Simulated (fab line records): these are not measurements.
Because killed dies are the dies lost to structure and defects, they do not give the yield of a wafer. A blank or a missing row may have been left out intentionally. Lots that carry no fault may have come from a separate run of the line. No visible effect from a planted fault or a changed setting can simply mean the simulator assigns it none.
Which tool did it? -- flow sky130 -- 10 lots, 30 wafers sampled, at 5 steps of a route of 708

WHAT THE GAUGES READ, wafer by wafer
SKY_LDD_HVN_TW_MEAS_10.
lot,measured,on,LDD_HVN_TW
L577,day 21 09:45,film-metro-04,1453 1445 1444
L579,day 22 04:59,film-metro-02,1438 1435 1429
L581,day 22 19:55,film-metro-02,30 30 30 30 30 30
L585,day 25 08:09,film-metro-04,1472 1473 1467
L592,day 25 19:29,film-metro-04,1466 1463 1465
L593,day 26 01:51,film-metro-04,1456 1453 1453
L595,day 27 01:35,film-metro-02,1434 1439 1439
L596,day 27 04:35,film-metro-02,1440 1430 1441
L597,day 27 06:59,film-metro-03,1460 1454 1458
L599,day 28 02:16,film-metro-02,1434 1436 1433

TOOL THAT RAN EACH LOT (tool first, then ch and the chambers of the sampled wafers, then the start)
lot,SKY_GATE_OXIDE_STRIP_13,SKY_POLY_GATE_ETCH_16,SKY_LDD_P_STRIP_10,SKY_LDD_HVN_STRIP_09
L577,"plasma-asher-04 ch 0,1, day 14 19:14","rie-diel-02 ch 0,2, day 17 10:56","plasma-asher-03 ch 0,1, day 20 02:35","plasma-asher-02 ch 1, day 21 09:38"
L579,"plasma-asher-01 ch 0,1, day 15 14:05","rie-diel-02 ch 1,2, day 18 04:14","plasma-asher-03 ch 0,1, day 20 22:32","plasma-asher-04 ch 0,1, day 22 04:53"
L581,"plasma-asher-03 ch 0,1, day 15 23:59","rie-diel-02 ch 1,2, day 18 19:44","plasma-asher-03 ch 0,1, day 21 13:50","plasma-asher-04 ch 0,1, day 22 19:49"
L585,"plasma-asher-04 ch 0,1, day 18 14:00","rie-diel-04 ch 0,3, day 21 10:28","plasma-asher-01 ch 0,1, day 24 02:07","plasma-asher-01 ch 0,1, day 25 08:04"
L592,"plasma-asher-04 ch 0,1, day 19 01:34","rie-diel-02 ch 0,1,2, day 21 21:50","plasma-asher-01 ch 0,1, day 24 13:50","plasma-asher-02 ch 0,1, day 25 19:23"
L593,"plasma-asher-03 ch 0,1, day 19 12:56","rie-diel-01 ch 0,2,3, day 22 06:10","plasma-asher-03 ch 0,1, day 24 20:56","plasma-asher-01 ch 0,1, day 26 01:44"
L595,"plasma-asher-03 ch 0,1, day 20 11:47","rie-diel-04 ch 1,2, day 23 06:53","plasma-asher-01 ch 0,1, day 25 20:32","plasma-asher-04 ch 0,1, day 27 01:29"
L596,"plasma-asher-03 ch 0,1, day 20 13:37","rie-diel-02 ch 2,3, day 23 09:52","plasma-asher-04 ch 0,1, day 25 23:53","plasma-asher-04 ch 0,1, day 27 04:29"
L597,"plasma-asher-04 ch 0,1, day 20 18:55","rie-diel-04 ch 0,2, day 23 11:44","plasma-asher-04 ch 0,1, day 26 02:07","plasma-asher-02 ch 0,1, day 27 06:53"
L599,"plasma-asher-01 ch 0,1, day 21 11:09","rie-diel-04 ch 1,2, day 24 06:47","plasma-asher-01 ch 0,1, day 26 21:53","plasma-asher-04 ch 0,1, day 28 02:10"
- SKY_GATE_OXIDE_STRIP_13: strips in O2/N2.
- SKY_POLY_GATE_ETCH_16: etches Si3N4 in CH3F/O2, stops on poly-Si, time 147.5 s, target depth 75 nm.
- SKY_LDD_P_STRIP_10: strips in O2/N2.
- SKY_LDD_HVN_STRIP_09: strips in O2/N2.

THE ANSWER, worked out from the rows above alone
Rule: the lots themselves supply what counts as usual. Put in order of their means at a reading, lots are off if they are a third of the lots or fewer, leave a main group of 4 or more, and stand apart from it by a gap of 3 or more times the standard deviation of the main group's means; of several such gaps the widest counts. Not used: any main group whose means are identical at the precision the tables above print for the reading. Also off: a lot with no number at a reading for which 4 or more lots have one. Any other lot the step has rows for is counted as sound.
Off: L581, seen at SKY_LDD_HVN_TW_MEAS_10 (LDD_HVN_TW). The main group: mean 1449, standard deviation 13.
If a tool, at a process step before that reading, ran all the lots that are off and no sound lot after the first of them, it fits. The gauges at SKY_LDD_HVN_TW_MEAS_10 are tried like those tools. None of those tried fits.

WHAT THE SIMULATOR PUT IN
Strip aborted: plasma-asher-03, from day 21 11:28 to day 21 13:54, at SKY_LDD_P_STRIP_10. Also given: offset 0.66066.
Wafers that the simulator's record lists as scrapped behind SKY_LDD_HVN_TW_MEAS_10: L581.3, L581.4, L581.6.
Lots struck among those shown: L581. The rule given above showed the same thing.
